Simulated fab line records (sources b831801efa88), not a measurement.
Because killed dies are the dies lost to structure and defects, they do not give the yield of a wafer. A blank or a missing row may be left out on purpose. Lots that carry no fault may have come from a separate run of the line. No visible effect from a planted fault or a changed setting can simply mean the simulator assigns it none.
What tool caused it? :: flow gf180mcu :: 12 lots with 36 wafers sampled at 5 steps, on a route of 602 steps

## WHAT THE GAUGES SHOWED, per wafer
GF_VT_IMPLANT_RS_MEAS_46: uses a four-point probe to measure.
lot: L509
measured: day 7 22:08
on: film-metro-02
MVSD_RS (ohm/sq): 457.1 456.4 456.8

lot: L510
measured: day 8 04:02
on: film-metro-03
MVSD_RS (ohm/sq): 459.1 458.7 458.8

lot: L511
measured: day 8 09:21
on: film-metro-01
MVSD_RS (ohm/sq): 454.7 456.3 456.4

lot: L512
measured: day 8 14:11
on: film-metro-01
MVSD_RS (ohm/sq): 455.2 455.9 456.9

lot: L518
measured: day 10 10:33
on: film-metro-03
MVSD_RS (ohm/sq): 455.4 455.6 454.2

lot: L522
measured: day 11 11:15
on: film-metro-03
MVSD_RS (ohm/sq): 455.3 456.8 455.9

lot: L523
measured: day 11 19:35
on: film-metro-01
MVSD_RS (ohm/sq): 444.6 444.4 445.4

lot: L524
measured: day 11 22:20
on: film-metro-02
MVSD_RS (ohm/sq): 446.4 445.9 447.0

lot: L525
measured: day 12 08:38
on: film-metro-03
MVSD_RS (ohm/sq): 458.4 458.3 459.0

lot: L526
measured: day 12 14:29
on: film-metro-03
MVSD_RS (ohm/sq): 457.1 456.1 455.0

lot: L527
measured: day 12 19:47
on: film-metro-03
MVSD_RS (ohm/sq): 456.0 455.5 455.5

lot: L528
measured: day 13 02:26
on: film-metro-03
MVSD_RS (ohm/sq): 458.4 458.6 458.2

GF_PSD_OVL_MEAS_08.
lot: L509
measured: day 14 14:00
on: overlay-01
PSD_OVL (nm): -1.9 -1.4 0.1

lot: L510
measured: day 14 22:22
on: overlay-02
PSD_OVL (nm): 0.0 2.0 1.2

lot: L511
measured: day 15 04:31
on: overlay-02
PSD_OVL (nm): 1.9 2.9 1.1

lot: L512
measured: day 15 12:21
on: overlay-02
PSD_OVL (nm): -0.8 0.5 -0.5

lot: L518
measured: day 17 19:58
on: overlay-01
PSD_OVL (nm): -1.4 -1.5 -1.7

lot: L522
measured: day 19 01:49
on: overlay-02
PSD_OVL (nm): 0.3 1.9 -0.7

lot: L523
measured: day 19 16:04
on: overlay-01
PSD_OVL (nm): -4.1 -2.2 -5.7

lot: L524
measured: day 19 18:52
on: overlay-01
PSD_OVL (nm): -1.8 -1.4 -1.7

lot: L525
measured: day 20 05:31
on: overlay-01
PSD_OVL (nm): -2.2 -0.7 -1.5

lot: L526
measured: day 20 14:51
on: overlay-01
PSD_OVL (nm): -0.2 0.0 0.0

lot: L527
measured: day 20 23:25
on: overlay-01
PSD_OVL (nm): -1.5 -1.2 -1.4

lot: L528
measured: day 21 03:46
on: overlay-02
PSD_OVL (nm): 0.9 -0.4 0.7

## TOOL THAT RAN EACH LOT (tool first, then ch and the chambers of the sampled wafers, then the start)
lot: L509
GF_MVSD_IMPLANT_08: implanter-02 ch 0, day 4 17:23
GF_DUAL_GATE_STRIP_13: plasma-asher-04 ch 0,1, day 8 16:01
GF_HV_LDD_STRIP_22: plasma-asher-03 ch 0,1, day 11 03:35

lot: L510
GF_MVSD_IMPLANT_08: implanter-02 ch 0, day 4 23:17
GF_DUAL_GATE_STRIP_13: plasma-asher-04 ch 0,1, day 8 22:34
GF_HV_LDD_STRIP_22: plasma-asher-01 ch 0,1, day 11 09:18

lot: L511
GF_MVSD_IMPLANT_08: implanter-03 ch 0, day 5 02:57
GF_DUAL_GATE_STRIP_13: plasma-asher-04 ch 0,1, day 9 04:19
GF_HV_LDD_STRIP_22: plasma-asher-01 ch 0,1, day 11 16:03

lot: L512
GF_MVSD_IMPLANT_08: implanter-03 ch 0, day 5 07:34
GF_DUAL_GATE_STRIP_13: plasma-asher-01 ch 0,1, day 9 09:06
GF_HV_LDD_STRIP_22: plasma-asher-02 ch 0,1, day 11 21:58

lot: L518
GF_MVSD_IMPLANT_08: implanter-02 ch 0, day 6 23:13
GF_DUAL_GATE_STRIP_13: plasma-asher-01 ch 0,1, day 11 06:57
GF_HV_LDD_STRIP_22: plasma-asher-01 ch 0,1, day 13 23:09

lot: L522
GF_MVSD_IMPLANT_08: implanter-02 ch 0, day 7 19:36
GF_DUAL_GATE_STRIP_13: plasma-asher-04 ch 0,1, day 12 08:10
GF_HV_LDD_STRIP_22: plasma-asher-03 ch 0,1, day 15 01:33

lot: L523
GF_MVSD_IMPLANT_08: implanter-03 ch 0, day 8 01:34
GF_DUAL_GATE_STRIP_13: plasma-asher-04 ch 0,1, day 12 17:25
GF_HV_LDD_STRIP_22: plasma-asher-01 ch 0,1, day 15 14:21

lot: L524
GF_MVSD_IMPLANT_08: implanter-03 ch 0, day 8 05:50
GF_DUAL_GATE_STRIP_13: plasma-asher-02 ch 0,1, day 12 20:01
GF_HV_LDD_STRIP_22: plasma-asher-02 ch 0,1, day 15 16:11

lot: L525
GF_MVSD_IMPLANT_08: implanter-02 ch 0, day 8 13:23
GF_DUAL_GATE_STRIP_13: plasma-asher-02 ch 0, day 13 06:44
GF_HV_LDD_STRIP_22: plasma-asher-01 ch 0,1, day 16 04:03

lot: L526
GF_MVSD_IMPLANT_08: implanter-01 ch 0, day 8 18:20
GF_DUAL_GATE_STRIP_13: plasma-asher-02 ch 0,1, day 13 12:21
GF_HV_LDD_STRIP_22: plasma-asher-03 ch 0,1, day 16 12:36

lot: L527
GF_MVSD_IMPLANT_08: implanter-02 ch 0, day 8 23:56
GF_DUAL_GATE_STRIP_13: plasma-asher-02 ch 0,1, day 13 20:12
GF_HV_LDD_STRIP_22: plasma-asher-01 ch 0,1, day 16 20:47

lot: L528
GF_MVSD_IMPLANT_08: implanter-02 ch 0, day 9 06:17
GF_DUAL_GATE_STRIP_13: plasma-asher-01 ch 0, day 14 01:30
GF_HV_LDD_STRIP_22: plasma-asher-01 ch 0,1, day 17 00:39
- GF_MVSD_IMPLANT_08
- GF_DUAL_GATE_STRIP_13: strips in O2/N2.
- GF_HV_LDD_STRIP_22: strips in O2/N2.

## WHAT THE TOOLS THEMSELVES READ (means of the sampled wafers that have a number; where no wafer has one, the mark that the record gives instead)
GF_MVSD_IMPLANT_08.
lot: L509
tool: implanter-02
beam-energy-keV: 399.97

lot: L510
tool: implanter-02
beam-energy-keV: 400.12

lot: L511
tool: implanter-03
beam-energy-keV: 400.23

lot: L512
tool: implanter-03
beam-energy-keV: 399.93

lot: L518
tool: implanter-02
beam-energy-keV: 399.90

lot: L522
tool: implanter-02
beam-energy-keV: 399.99

lot: L523
tool: implanter-03
beam-energy-keV: 457.33

lot: L524
tool: implanter-03
beam-energy-keV: 457.35

lot: L525
tool: implanter-02
beam-energy-keV: 399.95

lot: L526
tool: implanter-01
beam-energy-keV: 400.02

lot: L527
tool: implanter-02
beam-energy-keV: 400.07

lot: L528
tool: implanter-02
beam-energy-keV: 400.01

GF_DUAL_GATE_STRIP_13.
lot: L509
tool: plasma-asher-04
drypump-motor-current-A (A): 5.6
heater-power-w (W): 311
oes-product-au (a.u.): 0.709
strip-time-to-endpoint-s (s): 12.58

lot: L510
tool: plasma-asher-04
drypump-motor-current-A (A): 5.6
heater-power-w (W): 318
oes-product-au (a.u.): 0.715
strip-time-to-endpoint-s (s): 12.65

lot: L511
tool: plasma-asher-04
drypump-motor-current-A (A): 5.6
heater-power-w (W): 316
oes-product-au (a.u.): 0.719
strip-time-to-endpoint-s (s): 12.64

lot: L512
tool: plasma-asher-01
drypump-motor-current-A (A): 5.2
heater-power-w (W): 326
oes-product-au (a.u.): 0.717
strip-time-to-endpoint-s (s): 12.65

lot: L518
tool: plasma-asher-01
drypump-motor-current-A (A): 5.4
heater-power-w (W): 302
oes-product-au (a.u.): 0.716
strip-time-to-endpoint-s (s): 12.59

lot: L522
tool: plasma-asher-04
drypump-motor-current-A (A): 6.0
heater-power-w (W): 304
oes-product-au (a.u.): 0.719
strip-time-to-endpoint-s (s): 12.69

lot: L523
tool: plasma-asher-04
drypump-motor-current-A (A): 6.0
heater-power-w (W): 309
oes-product-au (a.u.): 0.717
strip-time-to-endpoint-s (s): 12.60

lot: L524
tool: plasma-asher-02
drypump-motor-current-A (A): 5.5
heater-power-w (W): 372
oes-product-au (a.u.): 0.721
strip-time-to-endpoint-s (s): 12.62

lot: L525
tool: plasma-asher-02
drypump-motor-current-A (A): 5.3
heater-power-w (W): 423
oes-product-au (a.u.): 0.714
strip-time-to-endpoint-s (s): 12.62

lot: L526
tool: plasma-asher-02
drypump-motor-current-A (A): 5.7
heater-power-w (W): 318
oes-product-au (a.u.): 0.716
strip-time-to-endpoint-s (s): 12.65

lot: L527
tool: plasma-asher-02
drypump-motor-current-A (A): 5.6
heater-power-w (W): 379
oes-product-au (a.u.): 0.719
strip-time-to-endpoint-s (s): 12.63

lot: L528
tool: plasma-asher-01
drypump-motor-current-A (A): 5.5
heater-power-w (W): 282
oes-product-au (a.u.): 0.715
strip-time-to-endpoint-s (s): 12.67

GF_HV_LDD_STRIP_22.
lot: L509
tool: plasma-asher-03
drypump-motor-current-A (A): 6.4
heater-power-w (W): 328
oes-product-au (a.u.): 0.715
strip-time-to-endpoint-s (s): 12.62

lot: L510
tool: plasma-asher-01
drypump-motor-current-A (A): 5.3
heater-power-w (W): 304
oes-product-au (a.u.): 0.715
strip-time-to-endpoint-s (s): 12.62

lot: L511
tool: plasma-asher-01
drypump-motor-current-A (A): 5.3
heater-power-w (W): 307
oes-product-au (a.u.): 0.719
strip-time-to-endpoint-s (s): 12.66

lot: L512
tool: plasma-asher-02
drypump-motor-current-A (A): 5.7
heater-power-w (W): 327
oes-product-au (a.u.): 0.717
strip-time-to-endpoint-s (s): 12.67

lot: L518
tool: plasma-asher-01
drypump-motor-current-A (A): 5.2
heater-power-w (W): 331
oes-product-au (a.u.): 0.718
strip-time-to-endpoint-s (s): 12.60

lot: L522
tool: plasma-asher-03
drypump-motor-current-A (A): 6.4
heater-power-w (W): 285
oes-product-au (a.u.): 0.712
strip-time-to-endpoint-s (s): 12.63

lot: L523
tool: plasma-asher-01
drypump-motor-current-A (A): 5.4
heater-power-w (W): 306
oes-product-au (a.u.): 0.718
strip-time-to-endpoint-s (s): 12.62

lot: L524
tool: plasma-asher-02
drypump-motor-current-A (A): 5.6
heater-power-w (W): 373
oes-product-au (a.u.): 0.717
strip-time-to-endpoint-s (s): 12.64

lot: L525
tool: plasma-asher-01
drypump-motor-current-A (A): 5.2
heater-power-w (W): 323
oes-product-au (a.u.): 0.719
strip-time-to-endpoint-s (s): 12.63

lot: L526
tool: plasma-asher-03
drypump-motor-current-A (A): 6.4
heater-power-w (W): 326
oes-product-au (a.u.): 0.711
strip-time-to-endpoint-s (s): 12.61

lot: L527
tool: plasma-asher-01
drypump-motor-current-A (A): 5.2
heater-power-w (W): 331
oes-product-au (a.u.): 0.715
strip-time-to-endpoint-s (s): 12.59

lot: L528
tool: plasma-asher-01
drypump-motor-current-A (A): 5.2
heater-power-w (W): 325
oes-product-au (a.u.): 0.717
strip-time-to-endpoint-s (s): 12.57

## THE ANSWER, worked out from the rows above alone
Rule: usual is defined by the lots themselves. The widest of any qualifying gaps counts: lots, ordered by their means at a reading, are off when they make up no more than a third of the lots, leave a main group of 4 or more, and stand apart from it by 3 or more times the standard deviation of that group's means. A main group is skipped when, at the precision printed for the reading in the tables above, its means are all equal. A lot without any number at a reading at which 4 lots or more have one is off too. All remaining lots with rows at the step are treated as sound. Order of review: gauges by route order, followed by the tools' own readings, for which a lot's mean as printed above is used. At the first step where some lot is off, the reading lying furthest off is the one used; lots without a number count as furthest.
Off: at GF_VT_IMPLANT_RS_MEAS_46 (MVSD_RS), L523, L524. The main group has a mean of 456.7 ohm/sq with a standard deviation of 1.3.
A tool fits if, at a process step before that reading, it ran every lot that is off, and no sound lot after the first of them. Not tried: the gauges at GF_VT_IMPLANT_RS_MEAS_46; whatever is off there is also off at GF_MVSD_IMPLANT_08, on other tools, and gauge error can't account for it. One candidate fits, namely implanter-03 at GF_MVSD_IMPLANT_08. Its last sound lot is L512 (day 5 07:34), its first lot that is off L523 (day 8 01:34): a fault that began between those two fits.
On the lots that are off, the tool's own readings at GF_MVSD_IMPLANT_08 differ by more than 5 times the standard deviation of the sound lots' means, which bears it out; beam-energy-keV reads 457.34 there versus 400.02 on the sound lots.

## WHAT HAD BEEN PUT IN BY THE SIMULATOR
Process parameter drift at GF_MVSD_IMPLANT_08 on implanter-03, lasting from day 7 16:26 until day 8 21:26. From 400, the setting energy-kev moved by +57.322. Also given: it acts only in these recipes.
Shown lots that were struck: L523, L524. This agrees with what the rule above found.
